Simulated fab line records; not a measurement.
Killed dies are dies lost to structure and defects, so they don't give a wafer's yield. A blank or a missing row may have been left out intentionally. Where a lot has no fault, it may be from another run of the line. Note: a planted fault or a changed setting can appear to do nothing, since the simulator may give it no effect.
8D (eight disciplines) problem report, filled in by code -- flow sky130 -- the parts of the form that need people (team, actions taken, sign-off) are left out

== 1. WHAT IS WRONG ==
Wafers without a fault read 0.838 a.u., standard deviation 0.0046; oes_product_au at SKY_LI_CONTACT_ETCH_15 reads a mean of 0.794 a.u. on 3 wafers belonging to 3 lots. That puts it -9.6 standard deviations away from the usual mean.
The step: etches PSG in C4F8/O2/Ar, stops on Si, target depth 600 nm.
The first sign was on wafer L910.1 at day 32 01:23, on rie_diel-02. The record holds 35 wafers of 12 lots with a number at this step. Rule for "out" (also "out of limits"): further than 4 standard deviations from the usual mean. The rest of the wafers with a number are treated as sound.

== 2. WHAT IT IS, WHAT IT ISN'T ==
question,is,is not
which readings at this step,oes_product_au,-
which lots,"L910, L911, L912","L903, L904, L905, L906, L907, L921, L922, L923, L924"
which wafers of those lots,"L910.1, L911.5, L912.1","L910.3, L911.2, L911.3, L912.3, L912.6"
read on which tools,"rie_diel-02, rie_diel-03",rie_diel-01
when,from day 32 01:23,"up to then (16 sound wafers); but 16 sound wafers of L911, L912, L921, L922, L923, L924 came after"

== 3. THE SUSPECTS, EACH WITH WHAT RULES IT OUT ==
Counting: if a tool at a process step up to the reading ran every lot that is out, it stays a suspect. Sound lots after the first of them don't rule it out here, since some wafers of a struck lot are sound.
- cmp-01 at SKY_LI_CONTACT_CMP_02 (polishes PSG): kept. Ran every lot that is out, first one L910 (day 30 20:47); last sound lot up to then L907 (day 29 23:49).
The count leaves cmp-01 at SKY_LI_CONTACT_CMP_02.

== 4. THE CAUSE (what the simulator had put in) ==
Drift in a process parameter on cmp-01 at SKY_LI_CONTACT_CMP_02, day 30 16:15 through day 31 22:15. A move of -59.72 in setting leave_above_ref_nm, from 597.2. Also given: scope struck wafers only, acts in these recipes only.
Counting left only this tool.

== 5. THE EFFECT CHAIN, in route order ==
Rows list readings where the struck wafers' mean (over those with a number) sits beyond 3 standard deviations from the usual. Scope: only readings with a usual standard deviation given in the record; hours: median across lots of the time from each lot's start at the first step in this table that gives one to its start at this step; sigmas: change in usual standard deviations.
hours,step,reading,usual,on struck wafers,change,sigmas
0,SKY_LI_CONTACT_ETCH_15,oes_product_au,0.838 a.u.,0.794,-0.044,-9.6
Here are the process steps it includes:
- SKY_LI_CONTACT_ETCH_15: etches PSG in C4F8/O2/Ar, stops on Si, target depth 600 nm.

== 6. WHAT WOULD HAVE CAUGHT IT SOONER ==
The fault began at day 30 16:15; the first out-of-limits reading in this record came at day 32 01:23, 33 hours later.
No tool reading at SKY_LI_CONTACT_CMP_02 that has a usual standard deviation in the record was out on any struck wafer, so an alarm limit of 4 standard deviations on those readings would not have fired.
By day 32 01:23, every lot that is out (3) had started SKY_LI_CONTACT_CMP_02 on cmp-01. Had the tool been put on hold then, not one of them would have been saved.
